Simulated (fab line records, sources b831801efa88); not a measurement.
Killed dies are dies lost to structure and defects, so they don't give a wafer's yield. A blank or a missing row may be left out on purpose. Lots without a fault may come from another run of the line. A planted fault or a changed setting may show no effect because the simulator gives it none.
Which tool did it? | flow gf180mcu | 12 lots, 36 wafers sampled, at 2 steps of a route of 602

WHAT THE GAUGES READ, wafer by wafer
GF_MIM_THK_MEAS_06.
lot  | measured     | on            | MIM_CVD_05_THK (nm)
L594 | day 24 10:46 | film_metro-04 | 42.4 42.0 43.7
L595 | day 24 18:35 | film_metro-04 | 41.6 42.6 42.6
L599 | day 26 05:56 | film_metro-01 | 42.5 41.2 42.9
L605 | day 28 05:31 | film_metro-01 | 41.8 41.2 42.7
L608 | day 29 00:30 | film_metro-04 | 40.8 41.4 41.9
L611 | day 29 19:02 | film_metro-02 | 42.3 42.8 42.8
L612 | day 30 02:01 | film_metro-02 | 41.9 42.6 41.9
L613 | day 30 07:05 | film_metro-02 | 41.6 42.4 42.1
L614 | day 30 15:10 | film_metro-01 | 41.8 42.5 42.6
L615 | day 30 19:33 | film_metro-01 | 41.1 41.8 42.5
L616 | day 31 03:01 | film_metro-01 | 41.1 41.5 42.0
L617 | day 31 07:20 | film_metro-01 | 42.9 42.6 42.8

WHICH TOOL RAN EACH LOT (tool, then ch and the chambers of the sampled wafers, then the start)
lot  | GF_MIM_CVD_05
L594 | pecvd-04 ch 0,1,2, day 24 10:44
L595 | pecvd-04 ch 0,1, day 24 18:33
L599 | pecvd-02 ch 1,2, day 26 05:52
L605 | pecvd-03 ch 0,1,2, day 28 05:29
L608 | pecvd-03 ch 0,1, day 29 00:28
L611 | pecvd-04 ch 1,2, day 29 18:59
L612 | pecvd-02 ch 0,1,2, day 30 01:58
L613 | pecvd-02 ch 1, day 30 07:02
L614 | pecvd-03 ch 1,2, day 30 15:07
L615 | pecvd-02 ch 0,1,2, day 30 19:30
L616 | pecvd-02 ch 1,2, day 31 02:59
L617 | pecvd-03 ch 0,1,2, day 31 07:17
- GF_MIM_CVD_05: deposits Si3N4, target thk 42 nm, time 29.086 s.

WHAT THE TOOLS THEMSELVES READ (means of the sampled wafers that have a number; where no wafer has one, the mark that the record gives instead)
GF_MIM_CVD_05.
lot  | tool     | heater_power_w (W)
L594 | pecvd-04 | 579
L595 | pecvd-04 | 697
L599 | pecvd-02 | 686
L605 | pecvd-03 | 649
L608 | pecvd-03 | 715
L611 | pecvd-04 | 600
L612 | pecvd-02 | 627
L613 | pecvd-02 | 693
L614 | pecvd-03 | 674
L615 | pecvd-02 | 627
L616 | pecvd-02 | 665
L617 | pecvd-03 | 641

THE ANSWER, worked out from the rows above alone
Rule: what is usual is taken from the lots themselves. Put in order of their means at a reading, lots are off if they are a third of the lots or fewer, leave a main group of 4 or more, and stand apart from it by a gap of 3 or more times the standard deviation of the main group's means; of several such gaps the widest counts. A main group whose means are all the same, to the digits that the tables above print for the reading, isn't used. A lot without any number at a reading at which 4 lots or more have one is off too. The other lots that the step has rows for count as sound. The gauges are gone through in route order, then the tools' own readings, and for those a lot's mean is taken as printed above. The first step at which some lot is off is used, and at that step the reading that is off furthest; a lot without a number counts as furthest.
No lot is off at any reading shown: from this, nothing can be told.

WHAT THE SIMULATOR HAD PUT IN
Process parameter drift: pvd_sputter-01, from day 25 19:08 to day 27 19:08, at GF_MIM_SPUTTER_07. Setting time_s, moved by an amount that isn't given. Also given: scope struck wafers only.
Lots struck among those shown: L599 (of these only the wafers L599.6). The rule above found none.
